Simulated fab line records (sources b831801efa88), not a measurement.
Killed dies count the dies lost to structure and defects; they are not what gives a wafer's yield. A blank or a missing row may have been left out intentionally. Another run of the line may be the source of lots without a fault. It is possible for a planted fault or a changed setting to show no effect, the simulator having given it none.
Which tool is to blame? + flow sky130 + 12 lots, 36 wafers sampled, at 4 steps of a route of 708

== WHAT EACH GAUGE READ, for each wafer ==
SKY_VIA2_THK_MEAS_23: measures by xrf. Usual: VIA2_W_THK typically reads 428 nm, with standard deviation 9.8.
| lot  | measured     | on            | VIA2_W_THK (nm) | flag |
|------|--------------|---------------|-----------------|------|
| L654 | day 36 03:54 | film-metro-04 | 420 421 413     |      |
| L656 | day 36 16:53 | film-metro-02 | 417 421 421     |      |
| L659 | day 37 13:59 | film-metro-01 | 425 436 433     |      |
| L661 | day 38 14:41 | film-metro-04 | 436 438 425     |      |
| L662 | day 38 19:10 | film-metro-04 | 425 439 427     |      |
| L663 | day 39 11:25 | film-metro-04 | 422 441 425     |      |
| L665 | day 40 00:17 | film-metro-02 | 416 431 430     |      |
| L667 | day 40 07:00 | film-metro-04 | 417 433 433     |      |
| L672 | day 41 19:19 | film-metro-02 | 431 422 421     |      |
| L673 | day 42 04:08 | film-metro-04 | 441 444 422     |      |
| L675 | day 42 12:32 | film-metro-04 | 423 442 423     |      |
| L677 | day 43 03:51 | film-metro-04 | 432 433 427     |      |

== WHICH TOOL RAN EACH LOT (tool, then ch and the chambers of the sampled wafers, then the start) ==
| lot  | SKY_VIA1_SPUTTER_20          | SKY_METAL2_ETCH_18                | SKY_VIA2_CVD_21               |
|------|------------------------------|-----------------------------------|-------------------------------|
| L654 | pvd-sputter-02, day 33 21:17 | rie-metal-02 ch 0,1, day 35 00:02 | cvd-w-01 ch 1, day 36 03:38   |
| L656 | pvd-sputter-04, day 34 09:23 | rie-metal-01 ch 0,1, day 35 12:28 | cvd-w-01 ch 1, day 36 16:38   |
| L659 | pvd-sputter-02, day 35 06:30 | rie-metal-02 ch 0,1, day 36 09:18 | cvd-w-01 ch 0,1, day 37 13:46 |
| L661 | pvd-sputter-02, day 36 07:59 | rie-metal-01 ch 0,1, day 37 10:44 | cvd-w-01 ch 0,1, day 38 14:25 |
| L662 | pvd-sputter-02, day 36 12:25 | rie-metal-01 ch 0,1, day 37 15:15 | cvd-w-02 ch 0,1, day 38 18:56 |
| L663 | pvd-sputter-02, day 37 04:04 | rie-metal-02 ch 0,1, day 38 07:02 | cvd-w-02 ch 0,1, day 39 11:10 |
| L665 | pvd-sputter-04, day 37 19:14 | rie-metal-01 ch 1, day 38 21:20   | cvd-w-01 ch 0,1, day 40 00:02 |
| L667 | pvd-sputter-02, day 38 02:20 | rie-metal-04 ch 0,1, day 39 04:14 | cvd-w-01 ch 0,1, day 40 06:45 |
| L672 | pvd-sputter-02, day 39 15:47 | rie-metal-01 ch 0,1, day 40 16:44 | cvd-w-01 ch 0,1, day 41 19:04 |
| L673 | pvd-sputter-01, day 39 21:04 | rie-metal-04 ch 0,1, day 41 01:47 | cvd-w-02 ch 0,1, day 42 03:53 |
| L675 | pvd-sputter-04, day 40 09:05 | rie-metal-02 ch 0,1, day 41 10:46 | cvd-w-02 ch 0,1, day 42 12:16 |
| L677 | pvd-sputter-02, day 41 00:29 | rie-metal-02 ch 1, day 42 01:46   | cvd-w-01 ch 0,1, day 43 03:36 |
- SKY_VIA1_SPUTTER_20: material TiN, target thk 20 nm, time 80 s.
- SKY_METAL2_ETCH_18: etches BARC in N2/H2, stops on SiO2, time 45.9 s, target depth 60 nm.
- SKY_VIA2_CVD_21: deposits W, target thk 420 nm, time 126.4 s.

== WHAT THE TOOLS THEMSELVES READ (means of the sampled wafers that have a number; where no wafer has one, the mark that the record gives instead) ==
SKY_VIA1_SPUTTER_20. Usual: throttle-valve-pct 29.8 %, standard deviation 1.
| lot  | tool           | throttle-valve-pct (%) | flag |
|------|----------------|------------------------|------|
| L654 | pvd-sputter-02 | 29.3                   |      |
| L656 | pvd-sputter-04 | 30.3                   |      |
| L659 | pvd-sputter-02 | 29.4                   |      |
| L661 | pvd-sputter-02 | 30.2                   |      |
| L662 | pvd-sputter-02 | 29.4                   |      |
| L663 | pvd-sputter-02 | 29.1                   |      |
| L665 | pvd-sputter-04 | 29.6                   |      |
| L667 | pvd-sputter-02 | 29.1                   |      |
| L672 | pvd-sputter-02 | 29.0                   |      |
| L673 | pvd-sputter-01 | 29.8                   |      |
| L675 | pvd-sputter-04 | 31.0                   |      |
| L677 | pvd-sputter-02 | 29.5                   |      |

SKY_METAL2_ETCH_18. Usual: drypump-motor-current-A 5.7 A, standard deviation 0.44; n2-flow-sccm 100.0 sccm, standard deviation 0.34; oes-product-au 0.855 a.u., standard deviation 0.0048; rf-fwd-power-W 494.6 W, standard deviation 2.5; throttle-valve-pct 13.224 %, standard deviation 0.0095.
| lot  | tool         | drypump-motor-current-A (A) | n2-flow-sccm (sccm) | oes-product-au (a.u.) | rf-fwd-power-W (W) | throttle-valve-pct (%) | flag |
|------|--------------|-----------------------------|---------------------|-----------------------|--------------------|------------------------|------|
| L654 | rie-metal-02 | 5.5                         | 99.7                | 0.855                 | 496.6              | 13.216                 |      |
| L656 | rie-metal-01 | 5.8                         | 99.7                | 0.856                 | 491.1              | 13.223                 |      |
| L659 | rie-metal-02 | 5.5                         | 100.4               | 0.858                 | 495.2              | 13.225                 |      |
| L661 | rie-metal-01 | 6.0                         | 100.2               | 0.859                 | 492.0              | 13.217                 |      |
| L662 | rie-metal-01 | 5.8                         | 99.8                | 0.857                 | 493.7              | 13.225                 |      |
| L663 | rie-metal-02 | 5.5                         | 99.8                | 0.855                 | 497.6              | 13.220                 |      |
| L665 | rie-metal-01 | 5.5                         | 100.3               | 0.859                 | 494.7              | 13.217                 |      |
| L667 | rie-metal-04 | 5.6                         | 99.7                | 0.856                 | 496.5              | 13.232                 |      |
| L672 | rie-metal-01 | 5.8                         | 100.3               | 0.850                 | 494.0              | 13.219                 |      |
| L673 | rie-metal-04 | 5.6                         | 100.1               | 0.857                 | 495.4              | 13.229                 |      |
| L675 | rie-metal-02 | 5.5                         | 100.2               | 0.855                 | 495.1              | 13.214                 |      |
| L677 | rie-metal-02 | 5.2                         | 99.8                | 0.856                 | 496.9              | 13.230                 |      |

SKY_VIA2_CVD_21. Usual: chamber-pressure-Torr 39.99 Torr, standard deviation 0.087; heater-power-w 785 W, standard deviation 41.
| lot  | tool     | chamber-pressure-Torr (Torr) | heater-power-w (W) | flag |
|------|----------|------------------------------|--------------------|------|
| L654 | cvd-w-01 | 40.08                        | 730                |      |
| L656 | cvd-w-01 | 39.99                        | 729                |      |
| L659 | cvd-w-01 | 40.03                        | 787                |      |
| L661 | cvd-w-01 | 40.02                        | 786                |      |
| L662 | cvd-w-02 | 39.94                        | 816                |      |
| L663 | cvd-w-02 | 40.00                        | 803                |      |
| L665 | cvd-w-01 | 40.05                        | 771                |      |
| L667 | cvd-w-01 | 39.95                        | 764                |      |
| L672 | cvd-w-01 | 41.10                        | 739                | OFF  |
| L673 | cvd-w-02 | 40.08                        | 827                |      |
| L675 | cvd-w-02 | 40.04                        | 813                |      |
| L677 | cvd-w-01 | 40.46                        | 774                | OFF  |

== THE ANSWER, worked out from the rows above alone ==
Rule: a lot counts as off when the mean over its wafers that have a number is more than 3 standard deviations away from the usual mean. Also off: a lot with no number at a reading for which 4 or more lots have one. The other lots that the step has rows for count as sound. The gauges are gone through in route order, then the tools' own readings, and for those a lot's mean is taken as printed above. The first step at which some lot is off is used, and at that step the reading that is off furthest; a lot without a number counts as furthest.
Off, at SKY_VIA2_CVD_21 on chamber-pressure-Torr: L672, L677.
A tool fits if, at that step or a process step before it, it ran every lot that is off, and no sound lot after the first of them. This does not decide it: 2 tools fit, namely pvd-sputter-02 at SKY_VIA1_SPUTTER_20 and cvd-w-01 at SKY_VIA2_CVD_21.

== WHAT HAD BEEN PUT IN BY THE SIMULATOR ==
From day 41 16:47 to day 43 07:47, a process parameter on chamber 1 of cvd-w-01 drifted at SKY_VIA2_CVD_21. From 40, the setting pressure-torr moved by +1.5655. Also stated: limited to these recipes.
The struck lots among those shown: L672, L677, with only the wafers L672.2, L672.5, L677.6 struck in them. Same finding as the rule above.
